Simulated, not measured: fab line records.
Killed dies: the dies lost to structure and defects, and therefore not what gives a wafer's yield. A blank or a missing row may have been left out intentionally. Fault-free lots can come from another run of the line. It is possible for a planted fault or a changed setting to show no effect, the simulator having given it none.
Chamber matching    flow gf180mcu    4 sister chambers for GF_SAB_ETCH_11 on rieDiel-04
The step etches SiO2 in C4F8/O2/Ar, target depth 55 nm, time 8.5 s. 16 wafers are shown with their chamber, then 8 later ones without.

WAFERS PAIRED WITH THEIR CHAMBERS
wafer   chamber  oesProductAu (a.u.)  chamberPressureMTorr (mTorr)
L074.2  3        1.017                40.04
L074.3  2        0.985                40.04
L074.5  0        0.994                40.00
L076.1  2        0.992                39.96
L076.3  0        1.006                39.98
L076.5  2        0.991                39.96
L081.1  1        0.996                40.02
L081.3  3        1.001                39.98
L081.4  0        1.002                40.03
L083.3  3        1.004                39.98
L083.5  1        0.994                39.96
L083.6  2        0.979                40.00
L086.2  3        0.993                40.01
L086.5  3        0.995                40.05
L086.6  0        0.998                39.99
L090.3  1        0.999                40.00

SIGNATURES (averages over the wafers above)
reading               chamber 0  chamber 1  chamber 2  chamber 3  scatter within a chamber
oesProductAu          1.00000    0.99633    0.98675    1.00200    0.00684
chamberPressureMTorr  40.0000    39.9933    39.9900    40.0120    0.0316
Rule: distance of a wafer from a chamber = root of the sum over the readings of ((wafer's reading minus chamber's mean) / reading's scatter) squared. The wafer belongs to the nearest chamber; if the next one is less than 2 further off, it can't be placed. How the scatter is found: for the shown wafers, subtract from each reading the mean of its chamber, square and add these, divide the total by (wafers less chambers), then take the root.

WAFERS MISSING THEIR CHAMBER
wafer   oesProductAu (a.u.)  chamberPressureMTorr (mTorr)
L090.4  0.986                40.06
L090.6  0.993                40.04
L094.1  1.009                40.03
L094.5  1.001                40.01
L094.6  0.974                40.00
L096.1  1.002                40.02
L096.3  0.997                40.00
L096.6  1.008                39.99

WHICH CHAMBER EACH WENT THROUGH
wafer   from the rows above                in truth
L090.4  can't be placed: 2 or 1 or 3 or 0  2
L090.6  can't be placed: 1 or 3 or 0 or 2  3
L094.1  can't be placed: 3 or 0 or 1       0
L094.5  can't be placed: 3 or 0 or 1       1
L094.6  can't be placed: 2 or 1 or 0       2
L096.1  can't be placed: 3 or 0 or 1       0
L096.3  can't be placed: 1 or 0 or 3 or 2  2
L096.6  can't be placed: 3 or 0 or 1 or 2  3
0 of 8 placed correctly. From these rows, 8 cannot be placed; in 8 the true chamber is one of the candidates. Wrongly placed: 0.
